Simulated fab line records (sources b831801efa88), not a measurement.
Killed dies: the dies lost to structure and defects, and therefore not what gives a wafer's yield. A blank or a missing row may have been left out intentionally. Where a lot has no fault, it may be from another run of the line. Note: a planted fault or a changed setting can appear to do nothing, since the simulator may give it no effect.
Which tool did it? / flow gf180mcu / 12 lots, 36 wafers sampled, at 5 steps of a route of 602

WHAT THE GAUGES READ, wafer by wafer
GF_M1_CD_MEAS_14: the cd target is 230 nm. Usual: cdNm 229.9 nm, standard deviation 1.2.
lot=L740; measured=day 17 02:36; on=cdSem-01; cdNm (nm)=227.0 228.5 227.9; flag=
lot=L741; measured=day 18 03:51; on=cdSem-01; cdNm (nm)=228.8 230.9 229.4; flag=
lot=L743; measured=day 18 12:50; on=cdSem-01; cdNm (nm)=229.6 230.1 229.5; flag=
lot=L745; measured=day 19 04:05; on=cdSem-01; cdNm (nm)=231.5 230.7 231.7; flag=
lot=L748; measured=day 19 21:20; on=cdSem-01; cdNm (nm)=230.6 232.0 231.5; flag=
lot=L750; measured=day 20 12:15; on=cdSem-01; cdNm (nm)=250.5 250.9 249.9; flag=OFF
lot=L751; measured=day 20 21:25; on=cdSem-02; cdNm (nm)=250.0 250.8 249.4; flag=OFF
lot=L752; measured=day 21 09:04; on=cdSem-02; cdNm (nm)=245.6 246.2 244.9; flag=OFF
lot=L753; measured=day 21 17:27; on=cdSem-01; cdNm (nm)=230.6 229.0 229.3; flag=
lot=L755; measured=day 22 09:59; on=cdSem-02; cdNm (nm)=231.6 230.2 231.7; flag=
lot=L756; measured=day 22 19:00; on=cdSem-02; cdNm (nm)=230.3 230.8 231.9; flag=
lot=L758; measured=day 23 16:20; on=cdSem-01; cdNm (nm)=229.4 228.6 228.6; flag=

EACH LOT AND THE TOOL THAT RAN IT (in order: tool; ch and the chambers of the sampled wafers; start)
lot=L740; GF_CONTACT_ETCH_16=rieDiel-03 ch 2,3, day 16 02:23; GF_CONTACT_ETCH_17=rieDiel-03 ch 2,3, day 16 03:38 or earlier; GF_M1_SPUTTER_00=pvdSputter-02, day 16 03:38; GF_M1_EXPOSE_11=krfScanner-02 ch 0, day 16 15:19
lot=L741; GF_CONTACT_ETCH_16=rieDiel-02 ch 1,2, day 17 03:17; GF_CONTACT_ETCH_17=rieDiel-02 ch 1,2, day 17 04:26 or earlier; GF_M1_SPUTTER_00=pvdSputter-02, day 17 04:26; GF_M1_EXPOSE_11=krfScanner-02 ch 0, day 17 16:35
lot=L743; GF_CONTACT_ETCH_16=rieDiel-03 ch 0,1,2, day 17 12:11; GF_CONTACT_ETCH_17=rieDiel-03 ch 0,1,2, day 17 13:26 or earlier; GF_M1_SPUTTER_00=pvdSputter-01, day 17 13:26; GF_M1_EXPOSE_11=krfScanner-01 ch 0, day 18 01:16
lot=L745; GF_CONTACT_ETCH_16=rieDiel-02 ch 0,1, day 18 02:35; GF_CONTACT_ETCH_17=rieDiel-02 ch 0,1, day 18 03:49 or earlier; GF_M1_SPUTTER_00=pvdSputter-04, day 18 03:49; GF_M1_EXPOSE_11=krfScanner-02 ch 0, day 18 16:19
lot=L748; GF_CONTACT_ETCH_16=rieDiel-01 ch 1,3, day 18 19:35; GF_CONTACT_ETCH_17=rieDiel-01 ch 1,3, day 18 20:49 or earlier; GF_M1_SPUTTER_00=pvdSputter-01, day 18 20:49; GF_M1_EXPOSE_11=krfScanner-02 ch 0, day 19 08:47
lot=L750; GF_CONTACT_ETCH_16=rieDiel-01 ch 1,2, day 19 11:06; GF_CONTACT_ETCH_17=rieDiel-01 ch 1,2, day 19 12:15 or earlier; GF_M1_SPUTTER_00=pvdSputter-04, day 19 12:15; GF_M1_EXPOSE_11=krfScanner-02 ch 0, day 20 00:22
lot=L751; GF_CONTACT_ETCH_16=rieDiel-03 ch 0,1,3, day 19 20:09; GF_CONTACT_ETCH_17=rieDiel-03 ch 0,1,3, day 19 21:18 or earlier; GF_M1_SPUTTER_00=pvdSputter-01, day 19 21:18; GF_M1_EXPOSE_11=krfScanner-02 ch 0, day 20 09:38
lot=L752; GF_CONTACT_ETCH_16=rieDiel-02 ch 1,2,3, day 20 07:49; GF_CONTACT_ETCH_17=rieDiel-02 ch 1,2,3, day 20 08:58 or earlier; GF_M1_SPUTTER_00=pvdSputter-01, day 20 08:58; GF_M1_EXPOSE_11=krfScanner-02 ch 0, day 20 20:59
lot=L753; GF_CONTACT_ETCH_16=rieDiel-03 ch 0,3, day 20 16:18; GF_CONTACT_ETCH_17=rieDiel-03 ch 0,3, day 20 17:30 or earlier; GF_M1_SPUTTER_00=pvdSputter-02, day 20 17:30; GF_M1_EXPOSE_11=krfScanner-01 ch 0, day 21 05:49
lot=L755; GF_CONTACT_ETCH_16=rieDiel-01 ch 0,1,3, day 21 09:26; GF_CONTACT_ETCH_17=rieDiel-01 ch 0,1,3, day 21 10:35 or earlier; GF_M1_SPUTTER_00=pvdSputter-01, day 21 10:35; GF_M1_EXPOSE_11=krfScanner-01 ch 0, day 21 22:38
lot=L756; GF_CONTACT_ETCH_16=rieDiel-03 ch 0,1,2, day 21 19:12; GF_CONTACT_ETCH_17=rieDiel-03 ch 0,1,2, day 21 20:20 or earlier; GF_M1_SPUTTER_00=pvdSputter-01, day 21 20:20; GF_M1_EXPOSE_11=krfScanner-01 ch 0, day 22 07:57
lot=L758; GF_CONTACT_ETCH_16=rieDiel-02 ch 1,2, day 22 15:52; GF_CONTACT_ETCH_17=rieDiel-02 ch 1,2, day 22 17:05 or earlier; GF_M1_SPUTTER_00=pvdSputter-04, day 22 17:05; GF_M1_EXPOSE_11=krfScanner-01 ch 0, day 23 05:01
- GF_CONTACT_ETCH_16: etches BARC in N2/H2.
- GF_CONTACT_ETCH_17: etches SiO2 in C4F8/O2/Ar, stops on CoSi2, target depth 860 nm.
- GF_M1_SPUTTER_00: material Ti, target thk 37.5 nm, time 150 s.
- GF_M1_EXPOSE_11: exposes mask Metal1, target cd 230 nm.

AS READ BY THE TOOLS THEMSELVES (means over the sampled wafers that have a number; for cases with no such wafer, the mark the record gives instead)
GF_CONTACT_ETCH_16. Usual: drypumpMotorCurrentA 5.7 A, standard deviation 0.59; h2FlowSccm 200.0 sccm, standard deviation 0.63; oesProductAu 0.854 a.u., standard deviation 0.0053; throttleValvePct 13.225 %, standard deviation 0.0081.
lot=L740; tool=rieDiel-03; drypumpMotorCurrentA (A)=5.3; h2FlowSccm (sccm)=200.3; oesProductAu (a.u.)=0.855; throttleValvePct (%)=13.227; flag=
lot=L741; tool=rieDiel-02; drypumpMotorCurrentA (A)=6.3; h2FlowSccm (sccm)=199.8; oesProductAu (a.u.)=0.852; throttleValvePct (%)=13.223; flag=
lot=L743; tool=rieDiel-03; drypumpMotorCurrentA (A)=5.8; h2FlowSccm (sccm)=199.7; oesProductAu (a.u.)=0.852; throttleValvePct (%)=13.218; flag=
lot=L745; tool=rieDiel-02; drypumpMotorCurrentA (A)=5.4; h2FlowSccm (sccm)=200.2; oesProductAu (a.u.)=0.858; throttleValvePct (%)=13.229; flag=
lot=L748; tool=rieDiel-01; drypumpMotorCurrentA (A)=5.7; h2FlowSccm (sccm)=200.6; oesProductAu (a.u.)=0.856; throttleValvePct (%)=13.217; flag=
lot=L750; tool=rieDiel-01; drypumpMotorCurrentA (A)=5.1; h2FlowSccm (sccm)=200.1; oesProductAu (a.u.)=0.854; throttleValvePct (%)=13.229; flag=
lot=L751; tool=rieDiel-03; drypumpMotorCurrentA (A)=6.1; h2FlowSccm (sccm)=200.8; oesProductAu (a.u.)=0.854; throttleValvePct (%)=13.223; flag=
lot=L752; tool=rieDiel-02; drypumpMotorCurrentA (A)=5.9; h2FlowSccm (sccm)=199.4; oesProductAu (a.u.)=0.856; throttleValvePct (%)=13.227; flag=
lot=L753; tool=rieDiel-03; drypumpMotorCurrentA (A)=6.1; h2FlowSccm (sccm)=200.4; oesProductAu (a.u.)=0.849; throttleValvePct (%)=13.221; flag=
lot=L755; tool=rieDiel-01; drypumpMotorCurrentA (A)=5.6; h2FlowSccm (sccm)=200.7; oesProductAu (a.u.)=0.855; throttleValvePct (%)=13.234; flag=
lot=L756; tool=rieDiel-03; drypumpMotorCurrentA (A)=5.8; h2FlowSccm (sccm)=200.3; oesProductAu (a.u.)=0.846; throttleValvePct (%)=13.222; flag=
lot=L758; tool=rieDiel-02; drypumpMotorCurrentA (A)=5.9; h2FlowSccm (sccm)=200.4; oesProductAu (a.u.)=0.851; throttleValvePct (%)=13.229; flag=

GF_CONTACT_ETCH_17. Usual: oesProductAu 0.813 a.u., standard deviation 0.0048.
lot=L740; tool=rieDiel-03; oesProductAu (a.u.)=0.813; flag=
lot=L741; tool=rieDiel-02; oesProductAu (a.u.)=0.817; flag=
lot=L743; tool=rieDiel-03; oesProductAu (a.u.)=0.807; flag=
lot=L745; tool=rieDiel-02; oesProductAu (a.u.)=0.812; flag=
lot=L748; tool=rieDiel-01; oesProductAu (a.u.)=0.813; flag=
lot=L750; tool=rieDiel-01; oesProductAu (a.u.)=0.809; flag=
lot=L751; tool=rieDiel-03; oesProductAu (a.u.)=0.817; flag=
lot=L752; tool=rieDiel-02; oesProductAu (a.u.)=0.811; flag=
lot=L753; tool=rieDiel-03; oesProductAu (a.u.)=0.817; flag=
lot=L755; tool=rieDiel-01; oesProductAu (a.u.)=0.814; flag=
lot=L756; tool=rieDiel-03; oesProductAu (a.u.)=0.814; flag=
lot=L758; tool=rieDiel-02; oesProductAu (a.u.)=0.818; flag=

GF_M1_SPUTTER_00. Usual: throttleValvePct 29.5 %, standard deviation 1.2.
lot=L740; tool=pvdSputter-02; throttleValvePct (%)=29.7; flag=
lot=L741; tool=pvdSputter-02; throttleValvePct (%)=29.5; flag=
lot=L743; tool=pvdSputter-01; throttleValvePct (%)=29.5; flag=
lot=L745; tool=pvdSputter-04; throttleValvePct (%)=30.7; flag=
lot=L748; tool=pvdSputter-01; throttleValvePct (%)=29.4; flag=
lot=L750; tool=pvdSputter-04; throttleValvePct (%)=30.8; flag=
lot=L751; tool=pvdSputter-01; throttleValvePct (%)=28.8; flag=
lot=L752; tool=pvdSputter-01; throttleValvePct (%)=29.5; flag=
lot=L753; tool=pvdSputter-02; throttleValvePct (%)=29.6; flag=
lot=L755; tool=pvdSputter-01; throttleValvePct (%)=28.6; flag=
lot=L756; tool=pvdSputter-01; throttleValvePct (%)=29.4; flag=
lot=L758; tool=pvdSputter-04; throttleValvePct (%)=30.8; flag=

GF_M1_EXPOSE_11. Usual: exposureDoseMJCm2 27.993, standard deviation 0.027.
lot=L740 tool=krfScanner-02 exposureDoseMJCm2=27.998 flag=
lot=L741 tool=krfScanner-02 exposureDoseMJCm2=28.016 flag=
lot=L743 tool=krfScanner-01 exposureDoseMJCm2=27.957 flag=
lot=L745 tool=krfScanner-02 exposureDoseMJCm2=27.990 flag=
lot=L748 tool=krfScanner-02 exposureDoseMJCm2=27.959 flag=
lot=L750 tool=krfScanner-02 exposureDoseMJCm2=24.505 flag=OFF
lot=L751 tool=krfScanner-02 exposureDoseMJCm2=24.515 flag=OFF
lot=L752 tool=krfScanner-02 exposureDoseMJCm2=25.187 flag=OFF
lot=L753 tool=krfScanner-01 exposureDoseMJCm2=28.002 flag=
lot=L755 tool=krfScanner-01 exposureDoseMJCm2=27.974 flag=
lot=L756 tool=krfScanner-01 exposureDoseMJCm2=28.024 flag=
lot=L758 tool=krfScanner-01 exposureDoseMJCm2=28.007 flag=

THE ANSWER, worked out from the rows above alone
Rule: lot off if the mean of its wafers having a number is beyond 3 standard deviations from the usual mean. Also off: a lot with no number at a reading for which 4 or more lots have one. Where the step has rows for the other lots, those lots are counted as sound. First the gauges in route order, then the tools' own readings, where a lot's mean is used as printed above. The first step at which some lot is off is used, and at that step the reading that is off furthest; a lot without a number counts as furthest.
Off at GF_M1_CD_MEAS_14 (cdNm): L750, L751, L752.
If a tool, at a process step before that reading, ran all the lots that are off and no sound lot after the first of them, it fits. The gauges at GF_M1_CD_MEAS_14 aren't tried: what is off there is off at GF_M1_EXPOSE_11 too, on other tools, and a gauge's error can't cause that. GF_CONTACT_ETCH_17 gives no start for some lots, so the hours and the order of its lots are those of GF_M1_SPUTTER_00. One candidate fits, namely krfScanner-02 at GF_M1_EXPOSE_11. Its last sound lot is L748 (day 19 08:47), its first lot that is off L750 (day 20 00:22): a fault that began between those two fits.
On the lots that are off, the tool's own readings at GF_M1_EXPOSE_11 differ by more than 5 times the standard deviation of the sound lots' means, which bears it out; exposureDoseMJCm2 reads 24.736 there versus 27.992 on the sound lots.

WHAT THE SIMULATOR PUT IN
Drift in process parameters on krfScanner-02 at GF_M1_EXPOSE_11, starting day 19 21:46. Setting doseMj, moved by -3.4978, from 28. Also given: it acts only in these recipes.
Lots struck among those shown: L750, L751, L752. Same finding as the rule above.
